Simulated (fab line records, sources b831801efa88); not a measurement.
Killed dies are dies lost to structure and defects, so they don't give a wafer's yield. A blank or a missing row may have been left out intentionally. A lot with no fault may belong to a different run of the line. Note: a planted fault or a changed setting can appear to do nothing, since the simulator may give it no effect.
fab line records -- flow sky130
record: lots: 14, wafers: 42, last_day: 50
route steps=708 shown VT_ADJUST_NCORE@121
lots untouched by any fault: they come from a run of this same line in which no faults occurred
start_h: the number of hours between the record's first day and the start of the first shown wafer of the lot -- wait_h: hours from the lot's prior step to this one -- " as in the row above -- L1.1+2: one row covering several wafers at once -- - no value, or no start given -- * or withheld: withheld -- < > ~ a bound
route shown NAME@n: names a module that has steps shown in the file, with the first one's number in the route -- usual: mean/standard deviation of fault-free wafers -- same: alike in all rows -- chamber/n: place in a boat -- sites: per-site readings -- _std_site: standard deviation across them -- _edge_site: outer sites' mean less inner sites' -- radius_mm: how far each site lies from the wafer's centre -- mask NAME#n: copy n -- behind: the last tool/chamber to shape the wafer -- hold: what put the lot on hold/how long, in hours/how the hold closed -- device: the transistor (n, p or np) that didn't switch -- end of line: the tests these same wafers got at the end of their route -- where a step has no rows: the recipe by itself -- killed: count of dies lost to structure and defects at first sort (not the wafer's yield) -- map: a wafer's dies, marking killed ones x, the rest . and places with no die _
set.NAME: setting as actually run; set.NAME@STEP: the setting as run at that earlier step -- model.NAME: the simulator's own value behind a step, which no gauge read
the route's steps for a sample of lots (tables are steps, rows are wafers)
services: the hour from which a tool's chamber was out of use, counted from the record's first day as start_h (under 0 if before that day), plus the number of hours and why
== steps ==
step: SKY_VT_ADJUST_NCORE_COAT_02
recipe: resist: NOVOLAK, spin_rpm: 3000, resist_thk_nm: 1140
usual: resist_line_temp_C: 22.99/0.11
lot.wafer,tool,chamber,start_h,wait_h,resist_line_temp_C
L924.2,litho_track-01,0,178.99,0.1,23.00
L924.3,litho_track-01,0,178.99,0.1,23.12
L924.6,litho_track-01,0,178.99,0.1,23.07
L925.3,litho_track-01,0,191.96,0.1,22.87
L925.5,litho_track-01,0,191.96,0.1,23.13
L925.6,litho_track-01,0,191.96,0.1,22.96
L926.1,litho_track-03,0,193.28,0.1,23.12
L926.2,litho_track-03,0,193.28,0.1,23.14
L926.4,litho_track-03,0,193.28,0.1,22.97
L927.2,litho_track-01,0,193.69,0.1,23.06
L927.5,litho_track-01,0,193.69,0.1,22.95
L927.6,litho_track-01,0,193.69,0.1,23.01
L928.4,litho_track-04,0,212.00,0.1,22.99
L928.5,litho_track-04,0,212.00,0.1,22.93
L928.6,litho_track-04,0,212.00,0.1,22.89
L931.2,litho_track-01,0,220.84,0.1,23.06
L931.3,litho_track-01,0,220.84,0.1,23.02
L931.4,litho_track-01,0,220.84,0.1,23.15
L933.4,litho_track-01,0,233.99,0.1,22.90
L933.5,litho_track-01,0,233.99,0.1,22.92
L933.6,litho_track-01,0,233.99,0.1,22.99
L934.2,litho_track-03,0,246.50,0.1,23.10
L934.3,litho_track-03,0,246.50,0.1,22.85
L934.5,litho_track-03,0,246.50,0.1,22.87
L935.1,litho_track-01,0,248.71,0.1,23.24
L935.3,litho_track-01,0,248.71,0.1,23.09
L935.6,litho_track-01,0,248.71,0.1,22.98
L937.3,litho_track-01,0,265.36,0.1,22.88
L937.4,litho_track-01,0,265.36,0.1,22.92
L937.5,litho_track-01,0,265.36,0.1,22.99
L938.1,litho_track-01,0,271.91,0.1,23.11
L938.3,litho_track-01,0,271.91,0.1,23.03
L938.4,litho_track-01,0,271.91,0.1,22.95
L939.1,litho_track-03,0,275.78,0.1,23.07
L939.2,litho_track-03,0,275.78,0.1,23.11
L939.6,litho_track-03,0,275.78,0.1,23.01
L945.2,litho_track-03,0,316.45,0.1,23.02
L945.4,litho_track-03,0,316.45,0.1,22.98
L945.6,litho_track-03,0,316.45,0.1,22.77
L946.1,litho_track-03,0,319.58,0.1,23.18
L946.2,litho_track-03,0,319.58,0.1,22.99
L946.4,litho_track-03,0,319.58,0.1,23.18
step: SKY_VT_ADJUST_NCORE_STRIP_10
recipe: chemistry: O2/N2, power_w: 1400, pressure_mtorr: 1500, platen_temp_c: withheld, o2_flow_sccm: 3000, n2_flow_sccm: 300, overash_fraction: 0.5
usual: drypump_motor_current_A: 5.90/0.22, oes_product_au: 0.715/0.0051, strip_time_to_endpoint_s: 14.20/0.04
lot.wafer,tool,chamber,start_h,wait_h,drypump_motor_current_A,oes_product_au,rf_hours_counter_h,strip_time_to_endpoint_s
L924.2,plasma_asher-03,1,189.59,0.1,5.84,0.709,7,14.20
L924.3,plasma_asher-03,1,189.59,0.1,5.82,0.719,-,14.21
L924.6,plasma_asher-03,0,189.59,0.1,5.71,0.722,-,14.24
L925.3,plasma_asher-04,0,203.27,0.1,5.74,0.714,-,14.20
L925.5,plasma_asher-04,1,203.27,0.1,6.31,0.718,-,14.21
L925.6,plasma_asher-04,0,203.27,0.1,5.75,0.714,-,14.14
L926.1,plasma_asher-02,1,204.44,0.1,5.88,0.713,52,14.13
L926.2,plasma_asher-02,0,204.44,0.1,5.80,0.714,52,14.12
L926.4,plasma_asher-02,0,204.44,0.1,5.80,0.713,-,14.14
L927.2,plasma_asher-04,1,205.12,0.1,6.35,0.718,37,14.19
L927.5,plasma_asher-04,0,205.12,0.1,5.73,0.715,-,14.17
L927.6,plasma_asher-04,1,205.12,0.1,6.34,0.717,-,14.21
L928.4,plasma_asher-02,0,223.40,0.1,5.83,0.720,-,14.21
L928.5,plasma_asher-02,0,223.40,0.1,5.81,0.704,-,14.19
L928.6,plasma_asher-02,1,223.40,0.1,5.85,0.711,-,14.19
L931.2,plasma_asher-02,1,232.59,0.1,5.86,0.719,55,14.27
L931.3,plasma_asher-02,1,232.59,0.1,5.86,0.720,-,14.26
L931.4,plasma_asher-02,0,232.59,0.1,5.81,0.713,-,14.23
L933.4,plasma_asher-04,0,246.00,0.1,5.75,0.727,-,14.21
L933.5,plasma_asher-04,1,246.00,0.1,6.38,0.714,-,14.21
L933.6,plasma_asher-04,0,246.00,0.1,5.73,0.714,-,14.20
L934.2,plasma_asher-04,0,258.69,0.1,5.74,0.719,42,14.24
L934.3,plasma_asher-04,0,258.69,0.1,5.79,0.714,-,14.23
L934.5,plasma_asher-04,0,258.69,0.1,5.78,0.722,-,14.27
L935.1,plasma_asher-04,0,260.54,0.1,5.78,0.719,43,14.17
L935.3,plasma_asher-04,0,260.54,0.1,5.76,0.707,-,14.19
L935.6,plasma_asher-04,0,260.54,0.1,5.76,0.718,-,14.21
L937.3,plasma_asher-02,0,277.97,0.1,5.81,0.717,-,15.09
L937.4,plasma_asher-02,1,277.97,0.1,5.88,0.714,-,15.08
L937.5,plasma_asher-02,0,277.97,0.1,5.81,0.717,-,15.08
L938.1,plasma_asher-04,1,284.72,0.1,6.32,0.714,45,15.10
L938.3,plasma_asher-04,1,284.72,0.1,6.35,0.715,-,15.06
L938.4,plasma_asher-04,0,284.72,0.1,5.77,0.721,-,15.11
L939.1,plasma_asher-03,0,287.84,0.1,5.75,0.722,16,14.19
L939.2,plasma_asher-03,1,287.84,0.1,5.87,0.719,16,14.19
L939.6,plasma_asher-03,1,287.84,0.1,5.84,0.713,-,14.19
L945.2,plasma_asher-03,1,330.09,0.1,5.84,0.716,20,14.25
L945.4,plasma_asher-03,1,330.09,0.1,5.85,0.708,-,14.18
L945.6,plasma_asher-03,0,330.09,0.1,5.75,0.712,-,14.21
L946.1,plasma_asher-02,1,333.57,0.1,5.85,0.713,65,14.21
L946.2,plasma_asher-02,0,333.57,0.1,5.83,0.716,65,14.25
L946.4,plasma_asher-02,0,333.57,0.1,5.82,0.724,-,14.23
== services ==
tool,chamber,start_h,hours,kind
plasma_asher-04,-,157.77,5.4,repair
plasma_asher-04,-,199.23,2.8,pm
plasma_asher-04,-,222.98,4.3,repair
plasma_asher-02,-,256.64,1.3,repair
plasma_asher-03,-,274.08,5.1,repair
plasma_asher-03,-,276.39,3.1,repair
== key ==
first_sign: step: SKY_VT_ADJUST_NCORE_STRIP_10, reading: strip_time_to_endpoint_s, direction: up, sigmas: 22, usual: *, struck: *
effect none on later readings
met_at SKY_VT_ADJUST_NCORE_COAT_02
struck_lots L937,L938
tester_left_out L937,L938
onset_between 248.71 265.36
fault: kind: process_parameter_drift, tool: litho_track-01, chamber: -, onset_h: 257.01, steps: SKY_VT_ADJUST_NCORE_COAT_02, channel: resist_thk_nm, offset: 75.968, shape: step, end_h: 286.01, acts_in: these_recipes_only, stated: 1140
tester_left_out: of these lots the tester's yield and bins aren't shown, on N5 and GAA mostly nor the transistor test; their killed dies are dies lost to structure and defects alone, not to doping, threshold or leakage, so they don't give the yield
